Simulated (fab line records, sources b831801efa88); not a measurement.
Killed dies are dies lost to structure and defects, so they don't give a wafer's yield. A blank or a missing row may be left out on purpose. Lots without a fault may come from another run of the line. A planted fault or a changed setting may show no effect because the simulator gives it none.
Problem report in the 8D (eight disciplines) form, filled by code | flow sky130 | the parts of the form that need people (team, actions taken, sign-off) are left out

1. THE PROBLEM
heater_power_total_W at SKY_METAL5_SOFTBAKE_10 reads a mean of 54.21 W on 9 wafers of 3 lots; wafers without a fault read 56.60 W with a standard deviation of 0.041. That is -58 standard deviations from the usual mean.
The step: time 60 s.
First seen on wafer L305.1, day 44 11:22, on litho_track-04. The record holds 36 wafers of 12 lots with a number at this step. Rule for "out", or "out of limits": more than 4 standard deviations from the usual mean. The other wafers with a number count as sound.

2. WHAT IT IS AND WHAT IT IS NOT
question                    | is                                 | is not
which readings at this step | heater_power_total_W, plate_temp_C | exhaust_pa
which lots                  | L305, L307, L308                   | L303, L306, L313, L316, L318, L319, L320, L323, L324
which wafers of those lots  | all that have a number             | -
read on which tools         | litho_track-04                     | litho_track-02, litho_track-03
when                        | from day 44 11:22                  | up to then (3 sound wafers); but 24 sound wafers of L306, L313, L316, L318, L319, L320, L323, L324 came after

3. SUSPECTS, AND WHAT RULES EACH OUT
Counting: a tool at a process step up to the reading stays a suspect if it ran every lot that is out and no sound lot after the first of them.
- litho_track-04 at SKY_METAL5_SOFTBAKE_10 (time 60 s): ruled out as a lasting fault. Sound lots L316, L318, L319, L324 ran on it after its first lot that is out, L305 (day 44 11:22).
Left after counting: nothing in the record.

4. THE CAUSE (what the simulator had put in)
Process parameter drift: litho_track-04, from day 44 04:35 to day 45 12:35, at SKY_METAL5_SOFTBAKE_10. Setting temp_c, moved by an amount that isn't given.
Counting ruled it out, wrongly.

5. THE CHAIN OF EFFECTS, in route order
Each row: a reading whose mean over the struck wafers that have a number lies more than 3 standard deviations from the usual. Only readings for which the record gives a usual standard deviation are gone through. hours: the time from each lot's start at the first step in this table that gives one to its start at this step, as a median over the lots. sigmas: the change in usual standard deviations.
hours | step                   | reading              | usual   | on struck wafers | change | sigmas
0     | SKY_METAL5_SOFTBAKE_10 | heater_power_total_W | 56.60 W | 54.21            | -2.39  | -58
0     | SKY_METAL5_SOFTBAKE_10 | plate_temp_C         | 89.98 C | 87.42            | -2.56  | -18
The process steps in it:
- SKY_METAL5_SOFTBAKE_10: time 60 s.
Later measuring or inspecting steps at which every struck wafer that the step has a row for has a number for every such reading, and none has moved that far: SKY_PASSIVATION_THK_MEAS_01.

6. WHAT WOULD HAVE CAUGHT IT SOONER
In this record the first reading out of limits was taken at day 44 11:22, 7 hours after the fault began at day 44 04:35.
